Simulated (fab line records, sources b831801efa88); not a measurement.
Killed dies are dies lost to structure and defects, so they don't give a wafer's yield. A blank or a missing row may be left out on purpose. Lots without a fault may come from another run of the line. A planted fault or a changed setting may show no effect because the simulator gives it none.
fab line records | flow sky130
record lots=5 wafers=15 last_day=50
route steps=708 shown LDD_LDN@292 SPACER@304 POLY_CUT@307 SD_P@320 RES_XHIGH@332 SALICIDE@361 PAD_OPEN@708
lots that met no fault: from a run of the same line without faults
start_h: hours from the record's first day to the start of the lot's first wafer shown | wait_h: hours since the lot's step before | " the same as in the row above | L1.1+2: a row that stands for several wafers | - no value, or no start given | * or withheld: withheld | < > ~ a bound
route shown NAME@n: a module of which the file shows steps, and the number in the route of the first | usual: mean/standard deviation of fault-free wafers | same: alike in all rows | chamber/n: place in a boat | sites: the reading at each site | _std_site: their standard deviation | _edge_site: outer sites' mean less inner sites' | radius_mm: how far each site lies from the wafer's centre | mask NAME#n: copy n | behind: the tool/chamber that last shaped the wafer | hold: why the lot was held/for how many hours/how that ended | device: the transistor (n, p or np) that didn't switch | end of line: the same wafers' tests at the end of the route | a step without rows: its recipe alone | killed: dies lost to structure and defects at the first sort, not the wafer's yield | map: a wafer's dies, x killed, . not, _ none there
set.NAME: the setting as run; set.NAME@STEP: as run at that earlier step | model.NAME: the simulator's own value behind a step, which no gauge read
lots at some steps of the route; a table a step, a row a wafer
services: from which hour (start_h, from the record's first day; less than 0 if before it) a tool's chamber was out of use, for how many hours, and why
## steps
# step SKY_LDD_LDN_SOFTBAKE_03
# recipe temp_c=90 time_s=60 resist=NOVOLAK
# step SKY_LDD_LDN_EXPOSE_04
# recipe mask_id=LDNTM na=0.6 source_shape=conventional sigma_outer=0.6 polarization=unpolarized target_cd_nm=700 dose_mj=140
# step SKY_LDD_LDN_PEB_05
# recipe temp_c=withheld time_s=* resist=NOVOLAK
# step SKY_LDD_LDN_DEVELOP_06
# recipe resist=NOVOLAK developer=TMAH develop_time_s=60 dev_temp_c=23
# step SKY_LDD_LDN_OVL_MEAS_07
# usual LDD_LDN_OVL=0.4/1.6
# columns lot.wafer tool chamber start_h wait_h LDD_LDN_OVL[nm]
L976.1 overlay-01 - 586.43 0.1 1.3
L976.2 " - " " 1.3
L976.6 " - " " 1.4
L979.1 overlay-01 - 604.93 0.1 0.8
L979.2 " - " " 1.5
L979.3 " - " " 0.9
L990.2 overlay-02 - 693.88 0.1 -0.2
L990.4 " - " " -0.4
L990.6 " - " " -0.6
L992.1 overlay-01 - 709.27 0.1 -0.3
L992.5 " - " " 0.1
L992.6 " - " " 1.3
L993.2 overlay-01 - 714.83 0.1 2.1
L993.5 " - " " 1.0
L993.6 " - " " 1.6
# step SKY_LDD_LDN_IMPLANT_08
# recipe species=As energy_kev=15 dose_cm2=1.25e+13 tilt_deg=withheld rotation_deg=23
# step SKY_LDD_LDN_IMPLANT_09
# recipe species=As energy_kev=15 dose_cm2=1.25e+13 tilt_deg=withheld rotation_deg=113
# step SKY_LDD_LDN_IMPLANT_10
# recipe species=As energy_kev=15 dose_cm2=1.271e+13 tilt_deg=withheld rotation_deg=203
# step SKY_LDD_LDN_IMPLANT_11
# recipe species=As energy_kev=15 dose_cm2=1.25e+13 tilt_deg=withheld rotation_deg=293
# step SKY_LDD_LDN_STRIP_12
# recipe chemistry=O2/N2 power_w=1400 pressure_mtorr=1500 platen_temp_c=withheld o2_flow_sccm=3000 n2_flow_sccm=300 overash_fraction=0.5
# usual drypump_motor_current_A=5.6/0.43 o2_flow_sccm=2999/9.2 oes_product_au=0.716/0.0044 strip_time_to_endpoint_s=14.19/0.046
# columns lot.wafer tool chamber start_h wait_h drypump_motor_current_A o2_flow_sccm oes_product_au rf_hours_counter_h strip_time_to_endpoint_s
L976.1 plasma_asher-01 0 587.06 0.1 5.0 3002 0.723 46 14.17
L976.2 " 1 " " 5.6 2990 0.721 46 14.12
L976.6 " 1 " " 5.7 2984 0.705 - 14.16
L979.1 plasma_asher-04 0 605.57 0.1 5.5 2986 0.721 19 14.25
L979.2 " 1 " " 5.8 2978 0.716 19 14.24
L979.3 " 1 " " 5.8 2984 0.718 - 14.23
L990.2 plasma_asher-02 0 694.51 0.1 6.4 2997 0.715 85 14.17
L990.4 " 0 " " 6.4 2989 0.713 - 14.14
L990.6 " 0 " " 6.4 2995 0.714 - 14.17
L992.1 plasma_asher-01 0 709.93 0.1 5.0 3007 0.712 57 14.24
L992.5 " 0 " " 5.0 3004 0.715 - 14.27
L992.6 " 1 " " 5.6 3005 0.713 - 14.26
L993.2 plasma_asher-01 0 715.46 0.1 5.1 2995 0.715 57 14.23
L993.5 " 1 " " 5.6 3014 0.725 - 14.19
L993.6 " 0 " " 5.1 3001 0.711 - 14.24
# step SKY_LDD_LDN_TW_MEAS_13
# usual LDD_LDN_TW=1487/7.7
# columns lot.wafer tool chamber start_h wait_h LDD_LDN_TW
L976.1 film_metro-01 - 587.16 0.1 1501
L976.2 " - " " 1500
L976.6 " - " " 1498
L979.1 film_metro-02 - 605.67 0.1 1485
L979.2 " - " " 1482
L979.3 " - " " 1488
L990.2 film_metro-04 - 694.62 0.1 1484
L990.4 " - " " 1478
L990.6 " - " " 1477
L992.1 film_metro-02 - 710.03 0.1 1483
L992.5 " - " " 1477
L992.6 " - " " 1471
L993.2 film_metro-01 - 715.57 0.1 1488
L993.5 " - " " 1491
L993.6 " - " " 1492
# step SKY_LDD_LDN_CLEAN_14
# recipe chemistry=SC1/SC2 mix=1:4:20 temp_c=70 time_s=150 dry=n2_spin
# step SKY_SPACER_CVD_00
# recipe material=Si3N4 precursor=DCS/NH3 target_thk_nm=43.1 temp_c=770 time_s=740 pressure_mtorr=250
# usual spike_tc_centre_C=769.9/1.2 spike_tc_lower_C=770.4/1.2 spike_tc_top_C=782.3/1.1 spike_tc_upper_C=771.7/1.5 susceptor_temp_C=770.03/0.27
# columns lot.wafer tool chamber start_h wait_h spike_tc_centre_C spike_tc_lower_C spike_tc_top_C spike_tc_upper_C susceptor_temp_C model.Si3N4_of_SPACER_CVD_00.thk_nm
L976.1 lpcvd-02 1 587.28 0.0 767.4 771.6 781.6 771.2 769.77 43.08
L976.2 " 1 " " 770.7 770.8 783.5 771.4 769.78 42.8
L976.6 " 1 " " 771.0 768.9 780.9 773.7 770.05 43.29
L979.1 lpcvd-02 0 605.78 0.0 766.6 765.4 778.6 766.8 766.47 40.18
L979.2 " 0 " " 767.0 766.3 780.5 766.2 766.95 39.85
L979.3 " 0 " " 764.4 764.3 778.6 765.9 766.69 39.98
L990.2 lpcvd-02 1 695.15 0.4 770.2 769.8 783.5 773.3 769.90 43.04
L990.4 " 1 " " 769.2 770.4 782.4 772.4 770.38 42.71
L990.6 " 1 " " 769.9 772.4 783.6 772.8 769.99 43.31
L992.1 lpcvd-02 1 710.14 0.0 771.3 770.4 783.2 772.3 770.04 42.56
L992.5 " 1 " " 769.3 770.0 782.2 774.1 770.31 42.94
L992.6 " 1 " " 771.7 770.2 781.1 774.4 770.31 42.52
L993.2 lpcvd-02 0 715.73 0.1 772.0 770.6 781.3 769.1 769.88 42.51
L993.5 " 0 " " 770.1 766.8 780.5 772.5 769.73 42.48
L993.6 " 0 " " 769.9 769.9 781.9 768.7 769.95 42.46
# step SKY_SPACER_THK_MEAS_01
# recipe reads=Si3N4_of_SPACER_CVD_00
# usual SPACER_CVD_00_THK=42.9/0.38
# columns lot.wafer tool chamber start_h wait_h SPACER_CVD_00_THK[nm]
L976.1 film_metro-02 - 588.48 0.0 43.1
L976.2 " - " " 42.8
L976.6 " - " " 43.3
L979.1 film_metro-01 - 606.99 0.0 40.2
L979.2 " - " " 39.8
L979.3 " - " " 40.0
L990.2 film_metro-02 - 696.36 0.0 43.0
L990.4 " - " " 42.7
L990.6 " - " " 43.3
L992.1 film_metro-03 - 711.35 0.0 42.6
L992.5 " - " " 42.9
L992.6 " - " " 42.5
L993.2 film_metro-01 - 716.95 0.0 42.5
L993.5 " - " " 42.5
L993.6 " - " " 42.5
# step SKY_SPACER_ETCHBACK_02
# recipe chemistry=CH3F/O2 target=Si3N4 stop_on=SiO2 source_w=400 bias_w=80 pressure_mtorr=25 ch3f_flow_sccm=40 O2_flow_sccm=30 time_s=46.7 target_depth_a=450
# usual drypump_motor_current_A=5.5/0.48 oes_product_au=0.853/0.0062 throttle_valve_pct=10.562/0.0089
# columns lot.wafer tool chamber start_h wait_h drypump_motor_current_A oes_product_au rf_hours_counter_h throttle_valve_pct model.etch.depth_nm
L976.1 rie_diel-02 2 588.54 0.1 5.4 0.857 5 10.572 43.08
L976.2 " 0 " " 5.2 0.852 2 10.556 42.8
L976.6 " 2 " " 5.3 0.861 - 10.568 43.29
L979.1 rie_diel-02 2 607.05 0.1 5.4 0.824 5 10.562 40.18
L979.2 " 3 " " 4.6 0.820 4 10.553 39.85
L979.3 " 1 " " 5.3 0.817 2 10.549 39.98
L990.2 rie_diel-04 1 696.41 0.0 5.5 0.856 8 10.570 43.04
L990.4 " 3 " " 6.1 0.844 18 10.543 42.71
L990.6 " 3 " " 6.0 0.860 - 10.580 43.31
L992.1 rie_diel-02 0 711.41 0.1 5.3 0.844 4 10.555 42.56
L992.5 " 1 " " 5.3 0.850 - 10.557 42.94
L992.6 " 2 " " 5.3 0.849 - 10.544 42.52
L993.2 rie_diel-04 1 717.00 0.0 5.5 0.855 9 10.556 42.51
L993.5 " 1 " " 5.5 0.852 - 10.560 42.48
L993.6 " 2 " " 5.0 0.845 - 10.565 42.46
# step SKY_POLY_CUT_DEHYDRATE_00
# recipe temp_c=200 time_s=60
# step SKY_POLY_CUT_HMDS_01
# recipe prime_time_s=60 prime_temp_c=120
# step SKY_POLY_CUT_COAT_02
# recipe resist=BARC temp_c=withheld time_s=withheld spin_rpm=3000 resist_thk_nm=60
# step SKY_POLY_CUT_COAT_03
# recipe resist=KrF-thick spin_rpm=3000 resist_thk_nm=450
# step SKY_POLY_CUT_SOFTBAKE_04
# recipe temp_c=100 time_s=90 resist=KrF-thick
# step SKY_POLY_CUT_EXPOSE_05
# recipe mask_id=NPCM na=0.8 source_shape=annular sigma_inner=0.55 sigma_outer=0.85 target_cd_nm=270 dose_mj=32
# step SKY_POLY_CUT_PEB_06
# recipe peb_temp_c=withheld peb_time_s=withheld resist=KrF-thick
# step SKY_POLY_CUT_DEVELOP_07
# recipe develop_time_s=60 resist=KrF-thick dev_temp_c=21
# step SKY_POLY_CUT_CD_MEAS_08
# recipe target_cd_nm=270
# usual cd_nm=269.9/1.3
# columns lot.wafer tool chamber start_h wait_h cd_nm
L976.1 cd_sem-01 - 617.82 - 270.4
L976.2 " - " " 270.4
L976.6 " - " " 270.1
L979.1 cd_sem-01 - 635.38 - 271.5
L979.2 " - " " 270.8
L979.3 " - " " 268.9
L990.2 cd_sem-02 - 723.89 - 269.3
L990.4 " - " " 268.9
L990.6 " - " " 268.9
L992.1 cd_sem-01 - 738.58 - 268.9
L992.5 " - " " 269.1
L992.6 " - " " 269.7
L993.2 cd_sem-01 - 744.70 - 269.7
L993.5 " - " " 270.1
L993.6 " - " " 269.0
# step SKY_POLY_CUT_OVL_MEAS_09
# usual POLY_CUT_OVL=0/5.1
# columns lot.wafer tool chamber start_h wait_h POLY_CUT_OVL[nm]
L976.1 overlay-01 - 617.94 0.1 4
L976.2 " - " " -3
L976.6 " - " " 4
L979.1 overlay-02 - 635.50 0.1 -6
L979.2 " - " " -5
L979.3 " - " " -13
L990.2 overlay-01 - 724.00 0.1 -1
L990.4 " - " " -2
L990.6 " - " " -13
L992.1 overlay-02 - 738.70 0.1 0
L992.5 " - " " 4
L992.6 " - " " 2
L993.2 overlay-02 - 744.80 0.1 3
L993.5 " - " " 4
L993.6 " - " " 3
# step SKY_POLY_CUT_ETCH_10
# recipe chemistry=N2/H2 target=BARC ion_energy_ev=200 source_w=500 bias_w=100 pressure_mtorr=30 n2_flow_sccm=100 h2_flow_sccm=200 stop_on=SiO2 time_s=45.9 target_depth_a=600
# usual drypump_motor_current_A=5.6/0.41 oes_product_au=0.854/0.0048 throttle_valve_pct=13.225/0.0095
# columns lot.wafer tool chamber start_h wait_h drypump_motor_current_A oes_product_au rf_hours_counter_h throttle_valve_pct
L976.1 rie_diel-04 2 617.98 0.0 5.0 0.860 16 13.221
L976.2 " 1 " " 5.6 0.850 7 13.223
L976.6 " 3 " " 6.1 0.854 - 13.228
L979.1 rie_diel-04 3 635.54 0.0 6.1 0.858 17 13.231
L979.2 " 2 " " 5.1 0.855 16 13.223
L979.3 " 0 " " 6.1 0.857 11 13.236
L990.2 rie_diel-04 0 724.03 0.0 6.1 0.852 13 13.224
L990.4 " 2 " " 5.0 0.849 18 13.220
L990.6 " 3 " " 6.1 0.846 - 13.227
L992.1 rie_diel-02 2 738.73 0.0 5.3 0.847 7 13.219
L992.5 " 0 " " 5.3 0.851 - 13.249
L992.6 " 1 " " 5.3 0.850 - 13.227
L993.2 rie_diel-04 2 744.83 0.0 5.0 0.855 19 13.233
L993.5 " 3 " " 6.1 0.850 - 13.240
L993.6 " 0 " " 6.1 0.852 - 13.212
# step SKY_POLY_CUT_ETCH_11
# recipe target=Si3N4 chemistry=CF4/CH2F2/Ar stop_on=poly-Si source_w=600 bias_w=150 pressure_mtorr=40 cf4_flow_sccm=40 ch2f2_flow_sccm=20 Ar_flow_sccm=150 time_s=42.5 target_depth_a=600
# usual drypump_motor_current_A=5.6/0.41 oes_product_au=0.829/0.0061 throttle_valve_pct=14.993/0.0084
# columns lot.wafer tool chamber start_h wait_h drypump_motor_current_A oes_product_au rf_hours_counter_h throttle_valve_pct
L976.1 rie_diel-04 2 618.02 0.0 5.0 0.831 16 14.987
L976.2 " 1 " " 5.5 0.824 7 14.989
L976.6 " 3 " " 6.1 0.828 - 15.002
L979.1 rie_diel-04 3 635.58 0.0 6.1 0.831 17 15.006
L979.2 " 2 " " 5.0 0.832 16 14.984
L979.3 " 0 " " 6.1 0.827 11 14.990
L990.2 rie_diel-04 0 724.07 0.0 6.1 0.825 13 14.988
L990.4 " 2 " " 5.0 0.832 18 14.992
L990.6 " 3 " " 6.1 0.828 - 14.999
L992.1 rie_diel-02 2 738.77 0.0 5.4 0.833 7 14.976
L992.5 " 0 " " 5.3 0.828 - 14.998
L992.6 " 1 " " 5.3 0.821 - 15.001
L993.2 rie_diel-04 2 744.87 0.0 5.0 0.821 19 14.979
L993.5 " 3 " " 6.1 0.823 - 14.986
L993.6 " 0 " " 6.1 0.828 - 14.980
# step SKY_POLY_CUT_STRIP_12
# recipe chemistry=O2/N2 power_w=1400 pressure_mtorr=1500 platen_temp_c=withheld o2_flow_sccm=3000 n2_flow_sccm=300 overash_fraction=0.5
# usual drypump_motor_current_A=5.7/0.47 o2_flow_sccm=2998/8.9 oes_product_au=0.452/0.005 strip_time_to_endpoint_s=5.357/0.018
# columns lot.wafer tool chamber start_h wait_h drypump_motor_current_A o2_flow_sccm oes_product_au rf_hours_counter_h strip_time_to_endpoint_s
L976.1 plasma_asher-02 1 618.06 0.0 5.8 3005 0.454 77 5.367
L976.2 " 0 " " 6.4 3005 0.448 77 5.374
L976.6 " 1 " " 5.8 3007 0.456 - 5.414
L979.1 plasma_asher-03 0 635.62 0.0 6.2 3000 0.467 96 5.354
L979.2 " 1 " " 5.4 3022 0.457 96 5.373
L979.3 " 0 " " 6.3 2998 0.449 - 5.369
L990.2 plasma_asher-03 1 724.11 0.0 5.4 2993 0.448 103 5.351
L990.4 " 0 " " 6.2 3000 0.453 - 5.371
L990.6 " 1 " " 5.4 2994 0.459 - 5.373
L992.1 plasma_asher-01 1 738.81 0.0 5.6 2991 0.454 60 5.342
L992.5 " 0 " " 5.0 2988 0.443 - 5.328
L992.6 " 1 " " 5.6 2989 0.449 - 5.333
L993.2 plasma_asher-01 1 744.91 0.0 5.6 2998 0.452 61 5.344
L993.5 " 1 " " 5.6 2995 0.451 - 5.340
L993.6 " 0 " " 5.1 2988 0.451 - 5.339
# step SKY_SD_P_DEHYDRATE_00
# recipe temp_c=200 time_s=60
# step SKY_SD_P_HMDS_01
# recipe prime_time_s=60 prime_temp_c=120
# step SKY_SD_P_COAT_02
# recipe resist=NOVOLAK spin_rpm=3000 resist_thk_nm=1140
# step SKY_SD_P_SOFTBAKE_03
# recipe temp_c=90 time_s=60 resist=NOVOLAK
# step SKY_SD_P_EXPOSE_04
# recipe mask_id=PSDM na=0.6 source_shape=conventional sigma_outer=0.6 polarization=unpolarized target_cd_nm=380 dose_mj=138
# step SKY_SD_P_PEB_05
# recipe temp_c=withheld time_s=* resist=NOVOLAK
# step SKY_SD_P_DEVELOP_06
# recipe resist=NOVOLAK developer=TMAH develop_time_s=60 dev_temp_c=23.94
# step SKY_SD_P_CD_MEAS_07
# recipe target_cd_nm=380
# usual cd_nm=379.4/2.4
# columns lot.wafer tool chamber start_h wait_h cd_nm
L976.1 cd_sem-01 - 646.87 0.1 383.8
L976.2 " - " " 382.7
L976.6 " - " " 379.5
L979.1 cd_sem-02 - 664.22 0.1 382.5
L979.2 " - " " 378.8
L979.3 " - " " 382.1
L990.2 cd_sem-01 - 751.19 0.1 377.5
L990.4 " - " " 377.2
L990.6 " - " " 377.3
L992.1 cd_sem-02 - 766.02 0.1 381.3
L992.5 " - " " 380.1
L992.6 " - " " 380.9
L993.2 cd_sem-02 - 770.79 0.1 380.8
L993.5 " - " " 378.7
L993.6 " - " " 380.6
# step SKY_SD_P_OVL_MEAS_08
# usual SD_P_OVL=0.1/1.2
# columns lot.wafer tool chamber start_h wait_h SD_P_OVL[nm]
L976.1 overlay-02 - 646.99 0.1 0.3
L976.2 " - " " -0.7
L976.6 " - " " -0.7
L979.1 overlay-01 - 664.34 0.1 2.0
L979.2 " - " " 0.9
L979.3 " - " " 0.8
L990.2 overlay-01 - 751.30 0.1 -0.7
L990.4 " - " " -1.8
L990.6 " - " " -0.8
L992.1 overlay-01 - 766.14 0.1 -0.6
L992.5 " - " " -0.9
L992.6 " - " " -0.1
L993.2 overlay-01 - 770.89 0.1 -0.2
L993.5 " - " " 0.2
L993.6 " - " " 1.0
# step SKY_SD_P_IMPLANT_09
# recipe species=BF2 energy_kev=19.89 dose_cm2=3e+15 tilt_deg=0
# step SKY_SD_P_STRIP_10
# recipe chemistry=O2/N2 power_w=1400 pressure_mtorr=1500 platen_temp_c=withheld o2_flow_sccm=3000 n2_flow_sccm=300 overash_fraction=0.5
# usual drypump_motor_current_A=5.9/0.38 o2_flow_sccm=2999/9 oes_product_au=0.618/0.0043 strip_time_to_endpoint_s=17.49/0.043
# columns lot.wafer tool chamber start_h wait_h drypump_motor_current_A o2_flow_sccm oes_product_au rf_hours_counter_h strip_time_to_endpoint_s
L976.1 plasma_asher-03 0 647.18 0.1 6.3 3012 0.617 97 17.45
L976.2 " 1 " " 5.4 2996 0.617 97 17.44
L976.6 " 1 " " 5.4 3013 0.619 - 17.47
L979.1 plasma_asher-03 1 664.52 0.1 5.4 3003 0.619 99 17.49
L979.2 " 0 " " 6.3 2986 0.605 99 17.50
L979.3 " 1 " " 5.4 3001 0.622 - 17.53
L990.2 plasma_asher-02 0 751.48 0.1 6.4 2999 0.621 91 17.46
L990.4 " 1 " " 5.8 2990 0.619 - 17.46
L990.6 " 1 " " 5.8 2992 0.619 - 17.44
L992.1 plasma_asher-02 1 766.32 0.1 5.8 2990 0.610 92 17.53
L992.5 " 0 " " 6.4 3010 0.613 - 17.52
L992.6 " 1 " " 5.8 3001 0.621 - 17.49
L993.2 plasma_asher-02 0 771.07 0.1 6.4 3005 0.618 93 17.45
L993.5 " 1 " " 5.8 3017 0.616 - 17.45
L993.6 " 0 " " 6.4 3001 0.618 - 17.39
# step SKY_SD_P_TW_MEAS_11
# usual SD_P_TW=2841/15
# columns lot.wafer tool chamber start_h wait_h SD_P_TW
L976.1 film_metro-01 - 647.28 0.1 2841
L976.2 " - " " 2847
L976.6 " - " " 2839
L979.1 film_metro-04 - 664.62 0.1 2824
L979.2 " - " " 2832
L979.3 " - " " 2837
L990.2 film_metro-04 - 751.59 0.1 2805
L990.4 " - " " 2819
L990.6 " - " " 2811
L992.1 film_metro-03 - 766.42 0.1 2852
L992.5 " - " " 2849
L992.6 " - " " 2846
L993.2 film_metro-03 - 771.18 0.1 2854
L993.5 " - " " 2863
L993.6 " - " " 2847
# step SKY_RES_XHIGH_DEHYDRATE_00
# recipe temp_c=200 time_s=60
# step SKY_RES_XHIGH_HMDS_01
# recipe prime_time_s=60 prime_temp_c=120
# step SKY_SALICIDE_CLEAN_00
# recipe chemistry=HF-last time_s=30 dilution=100:1 dry=ipa_marangoni
# columns lot.wafer tool chamber start_h wait_h model.Si3N4_of_SPACER_CVD_00.thk_nm
L976.1 wet_bench-02 2 704.63 0.1 42.11
L976.2 " 2 " " 41.84
L976.6 " 2 " " 42.32
L979.1 wet_bench-02 1 721.92 0.1 39.2
L979.2 " 1 " " 38.88
L979.3 " 1 " " 39
L990.2 wet_bench-04 1 805.08 0.1 42.06
L990.4 " 1 " " 41.74
L990.6 " 1 " " 42.34
L992.1 wet_bench-04 3 820.37 0.1 41.6
L992.5 " 3 " " 41.98
L992.6 " 3 " " 41.55
L993.2 wet_bench-03 1 824.89 0.1 41.54
L993.5 " 1 " " 41.5
L993.6 " 1 " " 41.48
# step SKY_PAD_OPEN_PROBE_99
# usual killed_at_M0_to_M3=44/7 killed_at_M4_up=3.0/1.8 killed_at_contacts=24/4.9 killed_at_front_end=15/5 killed_at_other=0.2/0.53 killed_dies=87/8.7 killed_open=48/6.8 killed_short=39/5.7
# same gross_dies=492 killed_at_back_side=0
# columns lot.wafer tool chamber start_h wait_h killed_at_M0_to_M3 killed_at_M4_up killed_at_contacts killed_at_front_end killed_at_other killed_dies killed_open killed_short model.etest.sonos_uncharged.r_on_ohm_um
L976.1 prober-01 - 1117.40 0.1 26 4 27 7 0 64 28 36 804.9
L976.2 prober-01 - 1117.45 0.1 50 1 31 5 0 87 49 38 801.1
L976.6 prober-01 - 1117.65 0.2 50 4 27 9 1 91 49 42 819.7
L979.1 prober-02 - 1130.10 0.1 46 3 29 10 0 88 55 33 769.3
L979.2 prober-02 - 1130.15 0.1 49 1 21 11 0 82 52 30 785.6
L979.3 prober-02 - 1130.20 0.2 47 1 26 14 0 88 53 35 787.5
L990.2 prober-01 - 1186.06 0.1 40 2 22 11 0 75 41 34 806
L990.4 prober-01 - 1186.16 0.2 64 2 21 24 0 111 70 41 798.2
L990.6 prober-01 - 1186.26 0.2 40 2 24 19 0 85 34 51 811
L992.1 prober-01 - 1194.78 0.1 53 3 31 18 0 105 63 42 817.1
L992.5 prober-01 - 1194.98 0.2 55 5 25 10 1 96 57 39 804
L992.6 prober-01 - 1195.03 0.2 47 4 24 17 0 92 51 41 801.9
L993.2 prober-02 - 1199.54 0.1 49 2 18 9 0 78 47 31 809.9
L993.5 prober-02 - 1199.69 0.2 35 1 33 13 0 82 50 32 816.8
L993.6 prober-02 - 1199.74 0.2 41 1 25 18 0 85 52 33 820
# killed by level:class
L976.1 CONTACT:geometric_particle:short=8 CONTACT:geometric_particle:open=6 LI_CONTACT:geometric_particle:open=5 VIA1:geometric_particle:open=5 LI_CONTACT:geometric_particle:short=4 VIA2:geometric_particle:open=4 LOCAL_INTERCONNECT:geometric_particle:short=3 METAL1:geometric_particle:short=3
L976.2 CONTACT:geometric_particle:open=11 VIA1:geometric_particle:open=10 METAL2:geometric_particle:short=10 VIA2:geometric_particle:open=9 LI_CONTACT:geometric_particle:open=8 CONTACT:geometric_particle:short=5 VIA1:geometric_particle:short=5 VIA3:geometric_particle:open=5
L976.6 VIA2:geometric_particle:open=14 CONTACT:geometric_particle:open=10 LI_CONTACT:geometric_particle:short=6 METAL1:geometric_particle:short=6 VIA1:geometric_particle:open=6 VIA3:geometric_particle:open=6 CONTACT:geometric_particle:short=5 LI_CONTACT:geometric_particle:open=5
L979.1 VIA1:geometric_particle:open=13 CONTACT:geometric_particle:open=11 LI_CONTACT:geometric_particle:open=8 VIA3:geometric_particle:open=7 VIA2:geometric_particle:open=6 LOCAL_INTERCONNECT:geometric_particle:short=5 CONTACT:geometric_particle:short=4 VIA1:geometric_particle:short=4
L979.2 VIA1:geometric_particle:open=12 VIA2:geometric_particle:open=10 LI_CONTACT:geometric_particle:open=7 CONTACT:geometric_particle:open=6 CONTACT:geometric_particle:short=5 VIA1:geometric_particle:short=4 METAL2:geometric_particle:short=4 METAL2:geometric_particle:open=4
L979.3 CONTACT:geometric_particle:open=15 VIA1:geometric_particle:open=10 VIA2:geometric_particle:open=7 VIA3:geometric_particle:open=6 LI_CONTACT:geometric_particle:open=5 VIA1:geometric_particle:short=5 METAL3:geometric_particle:short=5 FIELD_ISO:geometric_particle:short=4
L990.2 CONTACT:geometric_particle:open=10 LOCAL_INTERCONNECT:geometric_particle:short=7 VIA1:geometric_particle:open=7 VIA3:geometric_particle:open=7 METAL1:geometric_particle:short=5 METAL2:geometric_particle:short=5 METAL3:geometric_particle:short=5 FIELD_ISO:geometric_particle:open=4
L990.4 VIA1:geometric_particle:open=21 CONTACT:geometric_particle:open=12 VIA3:geometric_particle:open=10 VIA2:geometric_particle:open=7 POLY_GATE:geometric_particle:open=7 VIA1:geometric_particle:short=6 METAL2:geometric_particle:short=6 POLY_GATE:geometric_particle:short=5
L990.6 METAL1:geometric_particle:short=9 CONTACT:geometric_particle:short=9 POLY_GATE:geometric_particle:short=8 VIA1:geometric_particle:open=8 CONTACT:geometric_particle:open=7 FIELD_ISO:geometric_particle:open=4 LOCAL_INTERCONNECT:geometric_particle:short=4 VIA1:geometric_particle:short=4
L992.1 CONTACT:geometric_particle:open=13 VIA1:geometric_particle:open=10 VIA3:geometric_particle:open=10 LI_CONTACT:geometric_particle:open=8 VIA2:geometric_particle:open=8 POLY_GATE:geometric_particle:short=6 VIA1:geometric_particle:short=6 LOCAL_INTERCONNECT:geometric_particle:short=5
L992.5 VIA2:geometric_particle:open=11 VIA1:geometric_particle:open=10 CONTACT:geometric_particle:open=9 METAL1:geometric_particle:short=8 LI_CONTACT:geometric_particle:open=6 VIA1:geometric_particle:short=6 CONTACT:geometric_particle:short=5 VIA3:geometric_particle:open=4
L992.6 VIA1:geometric_particle:open=10 VIA3:geometric_particle:open=8 LI_CONTACT:geometric_particle:open=7 VIA1:geometric_particle:short=7 CONTACT:geometric_particle:short=6 CONTACT:geometric_particle:open=6 VIA2:geometric_particle:open=6 POLY_GATE:geometric_particle:open=4
L993.2 VIA1:geometric_particle:open=10 VIA3:geometric_particle:open=8 VIA2:geometric_particle:open=7 METAL2:geometric_particle:short=6 LI_CONTACT:geometric_particle:open=5 CONTACT:geometric_particle:open=5 VIA3:geometric_particle:short=5 VIA2:geometric_particle:short=4
L993.5 CONTACT:geometric_particle:open=11 LI_CONTACT:geometric_particle:open=9 LOCAL_INTERCONNECT:geometric_particle:short=8 VIA1:geometric_particle:open=8 VIA2:geometric_particle:open=6 FIELD_ISO:geometric_particle:open=4 VIA1:geometric_particle:short=4 METAL1:geometric_particle:short=4
L993.6 VIA1:geometric_particle:open=12 CONTACT:geometric_particle:open=11 VIA2:geometric_particle:open=8 CONTACT:geometric_particle:short=6 POLY_GATE:geometric_particle:short=5 LI_CONTACT:geometric_particle:open=5 METAL1:geometric_particle:short=5 VIA3:geometric_particle:short=5
## services
# columns tool chamber start_h hours kind
rie_diel-04 3 580.80 5.7 repair
rie_diel-02 1 594.84 2.3 repair
plasma_asher-01 - 604.06 14.6 pm
rie_diel-04 1 608.30 4.7 repair
rie_diel-02 - 608.96 2.8 pm
plasma_asher-04 - 629.81 3.6 repair
rie_diel-04 1 647.15 1.8 repair
lpcvd-02 - 658.28 6.0 pm
plasma_asher-03 - 686.24 0.8 repair
plasma_asher-03 - 711.85 7.6 repair
rie_diel-04 3 727.87 2.7 repair
plasma_asher-03 - 733.75 9.0 pm
plasma_asher-03 0 733.75 9.0 vent_cycle
plasma_asher-03 1 733.75 9.0 vent_cycle
plasma_asher-03 0 742.75 - clean
wet_bench-04 - 762.71 3.1 repair
rie_diel-02 - 782.14 14.6 pm
plasma_asher-01 - 786.97 1.5 repair
rie_diel-04 - 788.30 1.8 repair
plasma_asher-02 - 797.28 6.6 repair
plasma_asher-02 - 806.55 0.7 repair
rie_diel-02 2 809.07 3.5 repair
plasma_asher-02 - 814.75 4.6 repair
wet_bench-02 - 823.96 1.9 pm
## key
first_sign step=SKY_SPACER_CVD_00 reading=susceptor_temp_C direction=down sigmas=12 usual=* struck=*
effect step=SKY_SPACER_CVD_00 reading=spike_tc_lower_C direction=down sigmas=4.1 usual=770.4 struck=765.3
effect step=SKY_SPACER_THK_MEAS_01 reading=SPACER_CVD_00_THK direction=down sigmas=7.5 usual=42.9 struck=40.0
effect step=SKY_SPACER_ETCHBACK_02 reading=oes_product_au direction=down sigmas=5.4 usual=0.853 struck=0.820
model_effect step=SKY_SPACER_CVD_00 value=Si3N4_of_SPACER_CVD_00.thk_nm without=42.94 struck=40.01
model_effect step=SKY_SPACER_ETCHBACK_02 value=etch.depth_nm without=42.94 struck=40.01
model_effect step=SKY_SALICIDE_CLEAN_00 value=Si3N4_of_SPACER_CVD_00.thk_nm without=41.95 struck=39.02
model_effect step=SKY_PAD_OPEN_PROBE_99 value=etest.sonos_uncharged.r_on_ohm_um without=797.3 struck=780.8
met_at SKY_SPACER_CVD_00
struck_wafers L979.1,L979.2,L979.3
tester_left_out L979
fault kind=process_parameter_drift tool=lpcvd-02 chamber=0 onset_h=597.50 steps=SKY_SPACER_CVD_00 channel=temp_c offset=* shape=step end_h=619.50 acts_in=* stated=*
# tester_left_out: of these lots the tester's yield and bins aren't shown, on N5 and GAA mostly nor the transistor test; their killed dies are dies lost to structure and defects alone, not to doping, threshold or leakage, so they don't give the yield
